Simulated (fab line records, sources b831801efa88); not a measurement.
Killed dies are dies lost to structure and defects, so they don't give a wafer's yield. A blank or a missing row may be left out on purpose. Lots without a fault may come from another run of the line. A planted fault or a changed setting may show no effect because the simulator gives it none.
Which tool did it? | flow sky130 | 6 lots, 18 wafers sampled, at 3 steps of a route of 708

WHAT THE GAUGES READ, wafer by wafer
SKY_SD_N_CD_MEAS_07: target cd 380 nm.
lot  | measured     | on        | cd_nm (nm)
L184 | day 28 05:17 | cd_sem-02 | 381.5 379.7 380.5
L186 | day 29 00:55 | cd_sem-01 | 380.5 382.0 380.6
L189 | day 30 11:44 | cd_sem-01 | 379.3 379.7 377.4
L190 | day 30 14:17 | cd_sem-01 | 379.1 380.2 381.2
L199 | day 33 10:54 | cd_sem-01 | 389.4 392.0 390.9
L206 | day 35 18:44 | cd_sem-02 | 378.7 379.0 379.2

WHICH TOOL RAN EACH LOT (tool, then ch and the chambers of the sampled wafers, then the start)
lot  | SKY_FIELD_ISO_CMP_27         | SKY_SD_N_DEVELOP_06
L184 | cmp-02 ch 0,3, day 2 13:47   | litho_track-03 ch 0, day 28 05:08
L186 | cmp-01 ch 2,3, day 3 00:14   | litho_track-03 ch 0, day 29 00:46
L189 | cmp-01 ch 0,1, day 3 22:14   | litho_track-03 ch 0, day 30 11:35
L190 | cmp-01 ch 0,2,3, day 4 02:58 | litho_track-03 ch 0, day 30 14:08
L199 | cmp-01 ch 0,2,3, day 5 19:07 | litho_track-01 ch 0, day 33 10:45
L206 | cmp-01 ch 0,2, day 7 10:58   | litho_track-03 ch 0, day 35 18:35
- SKY_FIELD_ISO_CMP_27: polishes, stops on Si3N4, t overpolish 14.79 s, target thk 457.8 nm.
- SKY_SD_N_DEVELOP_06: develop time 60 s.

THE ANSWER, worked out from the rows above alone
Rule: what is usual is taken from the lots themselves. Put in order of their means at a reading, lots are off if they are a third of the lots or fewer, leave a main group of 4 or more, and stand apart from it by a gap of 3 or more times the standard deviation of the main group's means; of several such gaps the widest counts. A main group whose means are all the same, to the digits that the tables above print for the reading, isn't used. A lot without any number at a reading at which 4 lots or more have one is off too. The other lots that the step has rows for count as sound.
Off: L199, at SKY_SD_N_CD_MEAS_07 (cd_nm). The main group: mean 379.9 nm, standard deviation 0.88.
A tool fits if, at a process step before that reading, it ran every lot that is off, and no sound lot after the first of them. The gauges at SKY_SD_N_CD_MEAS_07 are tried like those tools. Can't be told from this: 2 tools fit, litho_track-01 at SKY_SD_N_DEVELOP_06, cd_sem-01 at SKY_SD_N_CD_MEAS_07.

WHAT THE SIMULATOR HAD PUT IN
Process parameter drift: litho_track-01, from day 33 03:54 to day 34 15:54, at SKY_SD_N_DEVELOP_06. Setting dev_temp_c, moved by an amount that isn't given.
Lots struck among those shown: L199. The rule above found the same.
